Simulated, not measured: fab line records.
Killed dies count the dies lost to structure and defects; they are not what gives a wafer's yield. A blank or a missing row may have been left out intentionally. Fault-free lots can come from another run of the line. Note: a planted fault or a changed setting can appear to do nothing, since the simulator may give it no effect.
A struck lot beside a sound one / flow sky130 / 44 out of 708 route steps
Sound: the wafers L816.1, L816.4, L816.5. The struck wafers were L818.2, L818.4, L818.5. The cause comes at the end.
Each step with rows lists, per side, the tool, then ch with its chambers, then its first start. Under that, the readings that differ: sound wafers / struck wafers / difference of the means / sigmas: that difference in standard deviations of wafers without a fault.
alike: a reading whose means differ by less than 2 such deviations, as well as words and numbers matching on both sides. not compared: withheld readings; readings where some wafer has no value; bounds like >300 that might hide an equal value; numbers whose values overlap and for which the record gives no deviation.
Wherever a step has rows on one side only, a row that says differs or no value, or a row with sigmas, the two part there. When numbers do not overlap yet have no deviation, they are printed without sigmas and do not part them. Lack of a reading on every wafer of one side parts them only where that side has two or more wafers.

first, 5 steps without rows for these wafers: SKY_VIA3_ETCH_15 (etches SiO2 in C4F8/O2/Ar, stops on TiN, target depth 507 nm, time 78 s); SKY_VIA3_STRIP_16 (strips in O2/N2); SKY_VIA3_STRIP_17 (strips in post etch residue remover, time 1200 s); SKY_VIA3_CLEAN_18 (cleans in IPA, time 180 s); SKY_VIA3_CLEAN_19 (cleans in O3/DIW).
SKY_VIA3_SPUTTER_20: material TiN, target thk 20 nm, time 80 s.
  sound: pvdSputter-02 at day 41 21:19; struck: pvdSputter-01 at day 42 02:25
  alike: cathodeDcPowerW, throttleValvePct
then, 1 step without rows for these wafers: SKY_VIA3_CVD_21 (deposits W, target thk 390 nm, time 117.31 s).
SKY_VIA3_RS_MEAS_22: the measuring method here is four-point-probe.
  sound: filmMetro-04 at day 41 21:30; struck: filmMetro-04 at day 42 02:37
  alike: VIA3_W_RS
SKY_VIA3_THK_MEAS_23: measures by xrf.
  sound: filmMetro-04 at day 41 21:37; struck: filmMetro-04 at day 42 02:43
reading=VIA3_W_THK (nm); sound=425 405 421; struck=401 395 393; difference=-21; sigmas=-2
SKY_VIA3_CMP_24: polishes, stops on SiO2, t overpolish 20 s, target thk 0 nm.
  sound on cmp-02 ch 1,2,3, day 41 21:44; struck on cmp-02 ch 0,3, day 42 02:46
  alike: headPressurePsi, motorCurrentA, overpolishRunS, timeToEndpointS
then, 2 steps without rows for these wafers: SKY_METAL4_SPUTTER_00 (material Ti, target thk 15 nm, time 10 s); SKY_METAL4_SPUTTER_01 (material TiN, target thk 20 nm, time 16.7 s).
SKY_METAL4_SPUTTER_02: material AlCu, target thk 735 nm, time 39.1 s.
  sound: pvdSputter-04 at day 41 22:02; struck: pvdSputter-02 at day 42 03:07
reading=model.AlCu_of_METAL4_SPUTTER_02.thkNm (nm); sound=742.4 745.6 743.8; struck=822.9 813.6 817.6; difference=+74.1; sigmas=
  alike: cathodeDcPowerW, throttleValvePct
SKY_METAL4_SPUTTER_03: material Ti, target thk 5 nm, time 3.3 s.
  sound: pvdSputter-04 at day 41 22:04; struck: pvdSputter-02 at day 42 03:10
  alike: cathodeDcPowerW, throttleValvePct
then, 1 step without rows for these wafers: SKY_METAL4_SPUTTER_04 (material TiN, target thk 70 nm, time 58.3 s).
SKY_CAP2M_CVD_00: deposits SiO2, target thk 15.5 nm.
  sound on pecvd-03 ch 0,2, day 41 22:08; struck on pecvd-01 ch 0,1, day 42 03:13
  alike: heaterPowerW
SKY_CAP2M_THK_MEAS_01:
  sound: filmMetro-03 at day 41 22:09; struck: filmMetro-03 at day 42 03:16
  alike: CAP2M_CVD_00_THK
then, 1 step without rows for these wafers: SKY_CAP2M_SPUTTER_02 (material TiN, target thk 200 nm, time 166.7 s).
SKY_CAP2M_RS_MEAS_03: the measuring method here is four-point-probe.
  sound: filmMetro-03 at day 41 22:19; struck: filmMetro-03 at day 42 03:26
reading=CAP2M_TIN_RS (ohm/sq); sound=6.72 6.80 6.65; struck=6.87 7.01 6.85; difference=+0.19; sigmas=+2
SKY_CAP2M_THK_MEAS_04: measures by xrf.
  sound: filmMetro-03 at day 41 22:26; struck: filmMetro-03 at day 42 03:33
reading=CAP2M_TIN_THK (nm); sound=205.4 204.1 207.5; struck=201.8 197.6 201.4; difference=-5.4; sigmas=-2
then, 7 steps without rows for these wafers: SKY_CAP2M_DEHYDRATE_05 (time 60 s); SKY_CAP2M_HMDS_06 (prime time 60 s); SKY_CAP2M_COAT_07 (resist thk 1140 nm); SKY_CAP2M_SOFTBAKE_08 (time 60 s); SKY_CAP2M_EXPOSE_09 (exposes mask CAP2M, target cd 1000 nm); SKY_CAP2M_PEB_10; SKY_CAP2M_DEVELOP_11 (develop time 60 s).
SKY_CAP2M_OVL_MEAS_12:
  sound: overlay-01 at day 42 21:01; struck: overlay-02 at day 43 02:11
  alike: CAP2M_OVL
then, 1 step without rows for these wafers: SKY_CAP2M_METAL_ETCH_13 (etches TiN in Cl2/BCl3, stops on SiO2, target depth 220 nm, time 62.9 s).
SKY_CAP2M_STRIP_14: strips in O2/N2.
  sound on plasmaAsher-02 ch 1, day 42 21:08; struck on plasmaAsher-03 ch 0,1, day 43 02:17
  alike: drypumpMotorCurrentA, oesProductAu, stripTimeToEndpointS
  not compared: rfHoursCounterH
then, 11 steps without rows for these wafers: SKY_CAP2M_STRIP_15 (strips in post etch residue remover, time 1200 s); SKY_CAP2M_CLEAN_16 (cleans in IPA, time 180 s); SKY_CAP2M_CLEAN_17 (cleans in O3/DIW); SKY_METAL4_DEHYDRATE_05 (time 60 s); SKY_METAL4_HMDS_06 (prime time 60 s); SKY_METAL4_COAT_07 (resist thk 60 nm); SKY_METAL4_COAT_08 (resist thk 1140 nm); SKY_METAL4_SOFTBAKE_09 (time 90 s); SKY_METAL4_EXPOSE_10 (exposes mask MM4, target cd 300 nm); SKY_METAL4_PEB_11; SKY_METAL4_DEVELOP_12 (develop time 60 s).
SKY_METAL4_CD_MEAS_13 targets a cd of 300 nm.
  sound: cdSem-02 at day 43 20:21; struck: cdSem-02 at day 44 01:34
  alike: cdNm
SKY_METAL4_METAL_ETCH_18: etches the open film in Cl2/BCl3, stops on SiO2, target depth 845 nm, time 183.1 s.
  sound on rieMetal-02 ch 0,1, day 43 20:40; struck on rieMetal-02 ch 0,1, day 44 01:52
reading=oesProductAu (a.u.); sound=0.879 0.875 0.858; struck=0.917 0.914 0.906; difference=+0.042; sigmas=+6
  alike: drypumpMotorCurrentA, throttleValvePct
  not compared: rfHoursCounterH
-- the record jumps here: 4 days lie between the struck wafers' starts before and after (it left off in module METAL4 and takes up again in module PAD_OPEN, whose first step shown is number 708 of the route) --
SKY_PAD_OPEN_PROBE_99:
  sound: prober-01 at day 47 13:36; struck: prober-01 at day 47 18:56
reading=killedAtOther; sound=0 0 0; struck=2 2 1; difference=+2; sigmas=+2
reading=model.etest.met4.lineOhmUm; sound=0.1409 0.1399 0.1411; struck=0.1246 0.1281 0.1279; difference=-0.0138; sigmas=
reading=model.etest.met4.rsOhmSq; sound=0.04248 0.04226 0.04235; struck=0.03799 0.03852 0.03859; difference=-0.00400; sigmas=
  alike: defectLimitedYield, killed_at_M0_to_M3, killed_at_M4_up, killedAtContacts, killedAtFrontEnd, killedDies, killedOpen, killedShort, sort_bin_3_pad_short, sort_bin_5_function, sort_bin_6_memory, sortNPass, sortYieldPct

## WHERE THEY PART
Earliest at SKY_VIA3_THK_MEAS_23; latest, in this record, at SKY_PAD_OPEN_PROBE_99.

WHY: what the simulator had put in
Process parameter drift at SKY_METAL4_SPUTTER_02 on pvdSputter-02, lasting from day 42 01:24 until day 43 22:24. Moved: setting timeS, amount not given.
